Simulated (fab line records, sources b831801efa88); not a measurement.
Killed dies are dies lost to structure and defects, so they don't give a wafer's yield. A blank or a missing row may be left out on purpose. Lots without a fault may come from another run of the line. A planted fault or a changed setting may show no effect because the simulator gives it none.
Which tool did it? | flow sfq_line | 14 lots, 42 wafers sampled, at 1 step of a route of 325

WHAT THE GAUGES READ, wafer by wafer
The record holds no reading of a measuring or inspecting step that can be judged against a usual standard deviation.

WHICH TOOL RAN EACH LOT (tool, then ch and the chambers of the sampled wafers, then the start)
lot  | SFQ_TRILAYER_A5B_DEP_PECVD_129
L307 | pecvd-04 ch 0,1, day 49 05:28
L308 | pecvd-01 ch 1,2, day 49 10:04
L309 | pecvd-04 ch 0,1, day 49 11:19
L310 | pecvd-03 ch 0,2, day 49 12:28
L311 | pecvd-01 ch 0,1,2, day 51 19:07
L312 | pecvd-03 ch 0,1,2, day 52 19:39
L318 | pecvd-04 ch 0,1,2, day 60 16:48
L319 | pecvd-03 ch 1,2, day 61 08:58
L320 | pecvd-03 ch 0,1,2, day 61 19:04
L323 | pecvd-01 ch 0,1, day 68 12:17
L325 | pecvd-03 ch 0,2, day 69 15:45
L326 | pecvd-04 ch 0,1, day 69 16:47
L327 | pecvd-04 ch 0,1,2, day 70 01:10
L328 | pecvd-01 ch 0,1,2, day 70 04:46
- SFQ_TRILAYER_A5B_DEP_PECVD_129: deposits SiO2 from SiH4/N2O, time 133.33 s, target thk 600 nm.

WHAT THE TOOLS THEMSELVES READ (means of the sampled wafers that have a number; where no wafer has one, the mark that the record gives instead)
SFQ_TRILAYER_A5B_DEP_PECVD_129. Usual: heater_power_w 89 W, standard deviation 16; run_length_s 161.2 s, standard deviation 0.45; throttle_valve_pct 24.1 %, standard deviation 1.1.
lot  | tool     | heater_power_w (W) | run_length_s (s) | throttle_valve_pct (%) | flag
L307 | pecvd-04 | 94                 | 160.9            | 24.4                   |
L308 | pecvd-01 | 80                 | 161.2            | 24.0                   |
L309 | pecvd-04 | 97                 | 161.1            | 24.0                   |
L310 | pecvd-03 | 100                | 161.3            | 24.9                   |
L311 | pecvd-01 | 83                 | 161.3            | 24.5                   |
L312 | pecvd-03 | 83                 | 161.2            | 24.1                   |
L318 | pecvd-04 | 94                 | 161.7            | 24.1                   |
L319 | pecvd-03 | 93                 | 163.4            | 24.0                   | OFF
L320 | pecvd-03 | 84                 | 163.4            | 23.2                   | OFF
L323 | pecvd-01 | 91                 | 161.2            | 24.8                   |
L325 | pecvd-03 | 95                 | 161.3            | 23.3                   |
L326 | pecvd-04 | 102                | 161.2            | 25.3                   |
L327 | pecvd-04 | 96                 | 161.2            | 24.7                   |
L328 | pecvd-01 | 88                 | 161.2            | 24.6                   |

THE ANSWER, worked out from the rows above alone
Rule: a lot is off if the mean of its wafers that have a number lies more than 3 standard deviations from the usual mean. A lot without any number at a reading at which 4 lots or more have one is off too. The other lots that the step has rows for count as sound. The gauges are gone through in route order, then the tools' own readings, and for those a lot's mean is taken as printed above. The first step at which some lot is off is used, and at that step the reading that is off furthest; a lot without a number counts as furthest.
Off: L319, L320, at SFQ_TRILAYER_A5B_DEP_PECVD_129 (run_length_s).
A tool fits if, at that step or a process step before it, it ran every lot that is off, and no sound lot after the first of them. None of those tried fits.

WHAT THE SIMULATOR HAD PUT IN
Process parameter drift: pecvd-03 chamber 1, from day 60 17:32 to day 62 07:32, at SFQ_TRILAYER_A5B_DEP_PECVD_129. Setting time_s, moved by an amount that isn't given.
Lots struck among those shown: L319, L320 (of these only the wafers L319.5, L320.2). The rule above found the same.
